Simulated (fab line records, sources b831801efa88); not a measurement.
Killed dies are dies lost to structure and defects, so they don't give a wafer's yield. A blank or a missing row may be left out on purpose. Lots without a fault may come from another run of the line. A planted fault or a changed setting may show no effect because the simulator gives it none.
Chamber matching | flow gf180mcu | GF_STI_ETCH_14 on rie_si-02: 4 sister chambers
The step etches Si in HBr/Cl2/O2, target depth 360 nm, time 102.9 s. 14 wafers are shown with their chamber, then 7 later ones without.

WAFERS WITH THEIR CHAMBER
wafer  | chamber | chamber_pressure_mTorr (mTorr) | oes_product_au (a.u.) | throttle_valve_pct (%)
L438.3 | 2       | 14.983                         | 0.997                 | 25.663
L438.4 | 0       | 15.010                         | 1.017                 | 25.644
L438.5 | 1       | 14.983                         | 0.985                 | 25.656
L440.2 | 3       | 15.013                         | 0.996                 | 25.662
L440.4 | 0       | 15.001                         | 0.997                 | 25.652
L440.5 | 3       | 15.028                         | 0.998                 | 25.659
L444.1 | 3       | 14.995                         | 1.007                 | 25.632
L444.4 | 2       | 14.988                         | 1.014                 | 25.664
L444.5 | 0       | 15.001                         | 1.000                 | 25.634
L450.1 | 2       | 14.985                         | 1.008                 | 25.646
L450.2 | 0       | 14.997                         | 0.995                 | 25.670
L450.3 | 3       | 15.002                         | 1.004                 | 25.646
L453.1 | 1       | 14.990                         | 0.996                 | 25.653
L453.5 | 0       | 15.002                         | 0.993                 | 25.670

SIGNATURES (means of the wafers above)
reading                | chamber 0 | chamber 1 | chamber 2 | chamber 3 | scatter within a chamber
chamber_pressure_mTorr | 15.00220  | 14.98650  | 14.98533  | 15.00950  | 0.00865
oes_product_au         | 1.00040   | 0.99050   | 1.00633   | 1.00125   | 0.00812
throttle_valve_pct     | 25.65400  | 25.65450  | 25.65767  | 25.64975  | 0.0134
Rule: a wafer's distance from a chamber is the root of the sum, over the readings, of the square of ((its reading less the chamber's mean) divided by the reading's scatter). The wafer belongs to the nearest chamber; if the next one is less than 2 further off, it can't be placed. The scatter: the root of (the sum of the squares of (reading less its chamber's mean) over the shown wafers, divided by (wafers less chambers)).

WAFERS WITHOUT THEIR CHAMBER
wafer  | chamber_pressure_mTorr (mTorr) | oes_product_au (a.u.) | throttle_valve_pct (%)
L453.6 | 14.993                         | 0.987                 | 25.662
L455.3 | 14.981                         | 1.009                 | 25.640
L455.4 | 14.993                         | 0.999                 | 25.663
L455.6 | 14.994                         | 1.007                 | 25.663
L456.2 | 14.986                         | 1.001                 | 25.664
L456.3 | 14.957                         | 0.997                 | 25.666
L456.6 | 14.996                         | 1.002                 | 25.652

WHICH CHAMBER EACH WENT THROUGH
wafer  | from the rows above               | in truth
L453.6 | can't be placed: 1 or 0 or 2 or 3 | 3
L455.3 | can't be placed: 2 or 1 or 0      | 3
L455.4 | can't be placed: 0 or 2 or 1 or 3 | 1
L455.6 | can't be placed: 2 or 0 or 3 or 1 | 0
L456.2 | can't be placed: 2 or 1 or 0      | 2
L456.3 | can't be placed: 2 or 1 or 0      | 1
L456.6 | can't be placed: 0 or 2 or 3 or 1 | 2
Placed correctly: 0 of 7. Can't be placed from these rows: 7 (the true chamber is among the candidates in 6). Placed wrongly: 0.
